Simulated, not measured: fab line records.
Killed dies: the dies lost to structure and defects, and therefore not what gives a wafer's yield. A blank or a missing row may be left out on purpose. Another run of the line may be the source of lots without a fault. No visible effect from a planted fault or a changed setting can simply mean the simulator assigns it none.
What tool caused it? :: flow gf180mcu :: 33 wafers from 11 lots sampled at 7 of the route's 602 steps

## WHAT THE GAUGES READ, wafer by wafer
GF_MIM_RS_MEAS_10: the measuring method here is four-point-probe.
lot: L861
measured: day 24 08:16
on: film metro-03
MIM_ALCU_RS (ohm/sq): 0.1613 0.1600 0.1601

lot: L862
measured: day 24 20:54
on: film metro-04
MIM_ALCU_RS (ohm/sq): 0.1588 0.1586 0.1584

lot: L870
measured: day 27 16:59
on: film metro-01
MIM_ALCU_RS (ohm/sq): 0.1613 0.1598 0.1603

lot: L871
measured: day 27 20:56
on: film metro-04
MIM_ALCU_RS (ohm/sq): 0.1617 0.1254 0.1583

lot: L872
measured: day 28 03:46
on: film metro-04
MIM_ALCU_RS (ohm/sq): 0.1242 0.1607 0.1615

lot: L874
measured: day 28 19:19
on: film metro-04
MIM_ALCU_RS (ohm/sq): 0.1595 0.1616 0.1595

lot: L879
measured: day 30 05:09
on: film metro-03
MIM_ALCU_RS (ohm/sq): 0.1617 0.1607 0.1605

lot: L880
measured: day 30 09:53
on: film metro-01
MIM_ALCU_RS (ohm/sq): 0.1599 0.1598 0.1602

lot: L881
measured: day 30 14:03
on: film metro-01
MIM_ALCU_RS (ohm/sq): 0.1606 0.1611 0.1584

lot: L882
measured: day 30 22:58
on: film metro-01
MIM_ALCU_RS (ohm/sq): 0.1615 0.1633 0.1627

lot: L884
measured: day 31 12:18
on: film metro-04
MIM_ALCU_RS (ohm/sq): 0.1583 0.1588 0.1590

GF_MIM_THK_MEAS_11: measures by xrf.
lot: L861
measured: day 24 08:23
on: film metro-03
MIM_ALCU_THK (nm): 192.2 195.4 194.2

lot: L862
measured: day 24 21:01
on: film metro-04
MIM_ALCU_THK (nm): 197.2 198.2 197.0

lot: L870
measured: day 27 17:07
on: film metro-01
MIM_ALCU_THK (nm): 194.6 196.0 194.8

lot: L871
measured: day 27 21:03
on: film metro-04
MIM_ALCU_THK (nm): 193.2 247.5 197.2

lot: L872
measured: day 28 03:52
on: film metro-04
MIM_ALCU_THK (nm): 251.0 194.3 195.6

lot: L874
measured: day 28 19:26
on: film metro-04
MIM_ALCU_THK (nm): 196.5 194.4 197.1

lot: L879
measured: day 30 05:16
on: film metro-03
MIM_ALCU_THK (nm): 192.1 193.4 194.4

lot: L880
measured: day 30 09:59
on: film metro-01
MIM_ALCU_THK (nm): 194.9 196.8 195.5

lot: L881
measured: day 30 14:10
on: film metro-01
MIM_ALCU_THK (nm): 197.1 195.6 199.1

lot: L882
measured: day 30 23:05
on: film metro-01
MIM_ALCU_THK (nm): 194.4 193.5 193.2

lot: L884
measured: day 31 12:25
on: film metro-04
MIM_ALCU_THK (nm): 196.1 196.2 196.0

GF_V5_THK_MEAS_03.
lot: L861
measured: day 26 03:56
on: film metro-02
V5_CVD_02_THK (nm): 1444 1447 1458

lot: L862
measured: day 26 16:19
on: film metro-02
V5_CVD_02_THK (nm): 1446 1447 1463

lot: L870
measured: day 29 09:40
on: film metro-04
V5_CVD_02_THK (nm): 1438 1440 1463

lot: L871
measured: day 29 13:02
on: film metro-02
V5_CVD_02_THK (nm): 1436 1437 1464

lot: L872
measured: day 29 19:43
on: film metro-04
V5_CVD_02_THK (nm): 1488 1470 1493

lot: L874
measured: day 30 11:04
on: film metro-03
V5_CVD_02_THK (nm): 1466 1441 1474

lot: L879
measured: day 31 18:13
on: film metro-04
V5_CVD_02_THK (nm): 1447 1447 1480

lot: L880
measured: day 31 22:38
on: film metro-02
V5_CVD_02_THK (nm): 1442 1457 1459

lot: L881
measured: day 32 02:52
on: film metro-02
V5_CVD_02_THK (nm): 1418 1448 1451

lot: L882
measured: day 32 10:28
on: film metro-02
V5_CVD_02_THK (nm): 1437 1421 1434

lot: L884
measured: day 32 22:56
on: film metro-04
V5_CVD_02_THK (nm): 1437 1440 1458

## EACH LOT AND THE TOOL THAT RAN IT (in order: tool; ch and the chambers of the sampled wafers; start)
lot: L861
GF_M3_SPUTTER_03: pvd sputter-03, day 20 04:23
GF_V3_SPUTTER_21: pvd sputter-01, day 22 06:41
GF_MIM_SPUTTER_08: pvd sputter-04, day 24 08:13
GF_MIM_METAL_ETCH_19: rie metal-04 ch 0,1, day 25 05:32

lot: L862
GF_M3_SPUTTER_03: pvd sputter-03, day 20 17:58
GF_V3_SPUTTER_21: pvd sputter-01, day 22 19:51
GF_MIM_SPUTTER_08: pvd sputter-03, day 24 20:50
GF_MIM_METAL_ETCH_19: rie metal-03 ch 1, day 25 17:56

lot: L870
GF_M3_SPUTTER_03: pvd sputter-04, day 23 22:04
GF_V3_SPUTTER_21: pvd sputter-01, day 25 20:08
GF_MIM_SPUTTER_08: pvd sputter-01, day 27 16:56
GF_MIM_METAL_ETCH_19: rie metal-03 ch 0,1, day 28 12:50

lot: L871
GF_M3_SPUTTER_03: pvd sputter-01, day 24 03:24
GF_V3_SPUTTER_21: pvd sputter-04, day 26 00:47
GF_MIM_SPUTTER_08: pvd sputter-04, day 27 20:52
GF_MIM_METAL_ETCH_19: rie metal-04 ch 0,1, day 28 16:26

lot: L872
GF_M3_SPUTTER_03: pvd sputter-01, day 24 11:02
GF_V3_SPUTTER_21: pvd sputter-04, day 26 08:07
GF_MIM_SPUTTER_08: pvd sputter-04, day 28 03:40
GF_MIM_METAL_ETCH_19: rie metal-04 ch 0,1, day 28 23:07

lot: L874
GF_M3_SPUTTER_03: pvd sputter-01, day 25 03:18
GF_V3_SPUTTER_21: pvd sputter-01, day 26 22:51
GF_MIM_SPUTTER_08: pvd sputter-01, day 28 19:15
GF_MIM_METAL_ETCH_19: rie metal-03 ch 1, day 29 14:47

lot: L879
GF_M3_SPUTTER_03: pvd sputter-03, day 26 16:34
GF_V3_SPUTTER_21: pvd sputter-01, day 28 10:39
GF_MIM_SPUTTER_08: pvd sputter-03, day 30 05:06
GF_MIM_METAL_ETCH_19: rie metal-04 ch 0, day 30 22:59

lot: L880
GF_M3_SPUTTER_03: pvd sputter-01, day 26 21:35
GF_V3_SPUTTER_21: pvd sputter-02, day 28 16:07
GF_MIM_SPUTTER_08: pvd sputter-01, day 30 09:47
GF_MIM_METAL_ETCH_19: rie metal-01 ch 0,1, day 31 03:43

lot: L881
GF_M3_SPUTTER_03: pvd sputter-01, day 27 01:34
GF_V3_SPUTTER_21: pvd sputter-04, day 28 19:34
GF_MIM_SPUTTER_08: pvd sputter-03, day 30 13:59
GF_MIM_METAL_ETCH_19: rie metal-04 ch 0,1, day 31 08:11

lot: L882
GF_M3_SPUTTER_03: pvd sputter-03, day 27 13:14
GF_V3_SPUTTER_21: pvd sputter-02, day 29 06:12
GF_MIM_SPUTTER_08: pvd sputter-01, day 30 22:55
GF_MIM_METAL_ETCH_19: rie metal-04 ch 0,1, day 31 16:11

lot: L884
GF_M3_SPUTTER_03: pvd sputter-03, day 28 03:01
GF_V3_SPUTTER_21: pvd sputter-02, day 29 19:37
GF_MIM_SPUTTER_08: pvd sputter-03, day 31 12:15
GF_MIM_METAL_ETCH_19: rie metal-04 ch 0,1, day 32 04:44
- GF_M3_SPUTTER_03: material Ti, target thk 10 nm, time 6.7 s.
- GF_V3_SPUTTER_21: material Ti, target thk 15 nm, time 80.02 s.
- GF_MIM_SPUTTER_08: material AlCu, target thk 200 nm, time 10.6 s.
- GF_MIM_METAL_ETCH_19: etches the open film in Cl2/BCl3, stops on Si3N4, target depth 324.5 nm, time 54.1 s.

## WHAT THE TOOLS THEMSELVES READ (means of the sampled wafers that have a number; where no wafer has one, the mark that the record gives instead)
GF_M3_SPUTTER_03.
lot: L861
tool: pvd sputter-03
throttle valve pct (%): 31.1

lot: L862
tool: pvd sputter-03
throttle valve pct (%): 30.3

lot: L870
tool: pvd sputter-04
throttle valve pct (%): 29.1

lot: L871
tool: pvd sputter-01
throttle valve pct (%): 30.0

lot: L872
tool: pvd sputter-01
throttle valve pct (%): 29.6

lot: L874
tool: pvd sputter-01
throttle valve pct (%): 29.9

lot: L879
tool: pvd sputter-03
throttle valve pct (%): 30.2

lot: L880
tool: pvd sputter-01
throttle valve pct (%): 29.6

lot: L881
tool: pvd sputter-01
throttle valve pct (%): 29.8

lot: L882
tool: pvd sputter-03
throttle valve pct (%): 31.6

lot: L884
tool: pvd sputter-03
throttle valve pct (%): 30.4

GF_V3_SPUTTER_21.
lot: L861
tool: pvd sputter-01
throttle valve pct (%): 29.9

lot: L862
tool: pvd sputter-01
throttle valve pct (%): 30.0

lot: L870
tool: pvd sputter-01
throttle valve pct (%): 30.1

lot: L871
tool: pvd sputter-04
throttle valve pct (%): 30.3

lot: L872
tool: pvd sputter-04
throttle valve pct (%): 29.8

lot: L874
tool: pvd sputter-01
throttle valve pct (%): 29.5

lot: L879
tool: pvd sputter-01
throttle valve pct (%): 30.0

lot: L880
tool: pvd sputter-02
throttle valve pct (%): 30.6

lot: L881
tool: pvd sputter-04
throttle valve pct (%): 30.3

lot: L882
tool: pvd sputter-02
throttle valve pct (%): 30.5

lot: L884
tool: pvd sputter-02
throttle valve pct (%): 30.6

GF_MIM_SPUTTER_08.
lot: L861
tool: pvd sputter-04
throttle valve pct (%): 30.3

lot: L862
tool: pvd sputter-03
throttle valve pct (%): 30.8

lot: L870
tool: pvd sputter-01
throttle valve pct (%): 29.9

lot: L871
tool: pvd sputter-04
throttle valve pct (%): 29.6

lot: L872
tool: pvd sputter-04
throttle valve pct (%): 29.9

lot: L874
tool: pvd sputter-01
throttle valve pct (%): 29.7

lot: L879
tool: pvd sputter-03
throttle valve pct (%): 30.2

lot: L880
tool: pvd sputter-01
throttle valve pct (%): 29.8

lot: L881
tool: pvd sputter-03
throttle valve pct (%): 30.5

lot: L882
tool: pvd sputter-01
throttle valve pct (%): 30.2

lot: L884
tool: pvd sputter-03
throttle valve pct (%): 30.9

GF_MIM_METAL_ETCH_19.
lot: L861
tool: rie metal-04
bcl3 flow sccm (sccm): 39.89
chamber pressure mTorr (mTorr): 7.998
drypump motor current A (A): 5.8
he backside leak sccm (sccm): 3.15
oes product au (a.u.): 0.936
throttle valve pct (%): 28.280

lot: L862
tool: rie metal-03
bcl3 flow sccm (sccm): 39.92
chamber pressure mTorr (mTorr): 8.000
drypump motor current A (A): 5.7
he backside leak sccm (sccm): 3.24
oes product au (a.u.): 0.946
throttle valve pct (%): 28.280

lot: L870
tool: rie metal-03
bcl3 flow sccm (sccm): 39.96
chamber pressure mTorr (mTorr): 8.000
drypump motor current A (A): 5.9
he backside leak sccm (sccm): 3.21
oes product au (a.u.): 0.943
throttle valve pct (%): 28.285

lot: L871
tool: rie metal-04
bcl3 flow sccm (sccm): 39.94
chamber pressure mTorr (mTorr): 7.998
drypump motor current A (A): 5.8
he backside leak sccm (sccm): 3.32
oes product au (a.u.): 0.962
throttle valve pct (%): 28.271

lot: L872
tool: rie metal-04
bcl3 flow sccm (sccm): 40.04
chamber pressure mTorr (mTorr): 7.990
drypump motor current A (A): 5.8
he backside leak sccm (sccm): 3.37
oes product au (a.u.): 0.957
throttle valve pct (%): 28.267

lot: L874
tool: rie metal-03
bcl3 flow sccm (sccm): 40.06
chamber pressure mTorr (mTorr): 7.994
drypump motor current A (A): 5.6
he backside leak sccm (sccm): 3.18
oes product au (a.u.): 0.943
throttle valve pct (%): 28.282

lot: L879
tool: rie metal-04
bcl3 flow sccm (sccm): 39.81
chamber pressure mTorr (mTorr): 8.004
drypump motor current A (A): 5.9
he backside leak sccm (sccm): 3.19
oes product au (a.u.): 0.947
throttle valve pct (%): 28.287

lot: L880
tool: rie metal-01
bcl3 flow sccm (sccm): 40.06
chamber pressure mTorr (mTorr): 7.997
drypump motor current A (A): 5.8
he backside leak sccm (sccm): 3.35
oes product au (a.u.): 0.942
throttle valve pct (%): 28.288

lot: L881
tool: rie metal-04
bcl3 flow sccm (sccm): 39.93
chamber pressure mTorr (mTorr): 8.007
drypump motor current A (A): 5.8
he backside leak sccm (sccm): 3.33
oes product au (a.u.): 0.941
throttle valve pct (%): 28.271

lot: L882
tool: rie metal-04
bcl3 flow sccm (sccm): 39.89
chamber pressure mTorr (mTorr): 8.002
drypump motor current A (A): 5.9
he backside leak sccm (sccm): 3.44
oes product au (a.u.): 0.936
throttle valve pct (%): 28.291

lot: L884
tool: rie metal-04
bcl3 flow sccm (sccm): 39.86
chamber pressure mTorr (mTorr): 7.992
drypump motor current A (A): 5.9
he backside leak sccm (sccm): 3.38
oes product au (a.u.): 0.945
throttle valve pct (%): 28.279

## THE ANSWER, worked out from the rows above alone
Rule: what is usual is taken from the lots themselves. Put in order of their means at a reading, lots are off if they are a third of the lots or fewer, leave a main group of 4 or more, and stand apart from it by a gap of 3 or more times the standard deviation of the main group's means; of several such gaps the widest counts. The tables above print the reading to a certain number of digits; a main group whose means all agree to those digits is not used. Also off: a lot with no number at a reading for which 4 or more lots have one. All remaining lots with rows at the step are treated as sound. The gauges are gone through in route order, then the tools' own readings, and for those a lot's mean is taken as printed above. The first step at which some lot is off is used, and at that step the reading that is off furthest; a lot without a number counts as furthest.
Off: at GF_MIM_RS_MEAS_10 (MIM_ALCU_RS), L871, L872. For the main group the mean is 0.1602 ohm/sq and the standard deviation 0.0011.
A tool fits if, at a process step before that reading, it ran every lot that is off, and no sound lot after the first of them. The gauges at GF_MIM_RS_MEAS_10 are tried like those tools. One fits: GF_MIM_SPUTTER_08 on pvd sputter-04. A fault onset in the window from L861 (day 24 08:13, its last sound lot) to L871 (day 27 20:52, its first lot off) fits.

## WHAT THE SIMULATOR HAD PUT IN
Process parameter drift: pvd sputter-04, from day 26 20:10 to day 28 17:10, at GF_MIM_SPUTTER_08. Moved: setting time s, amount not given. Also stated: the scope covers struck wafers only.
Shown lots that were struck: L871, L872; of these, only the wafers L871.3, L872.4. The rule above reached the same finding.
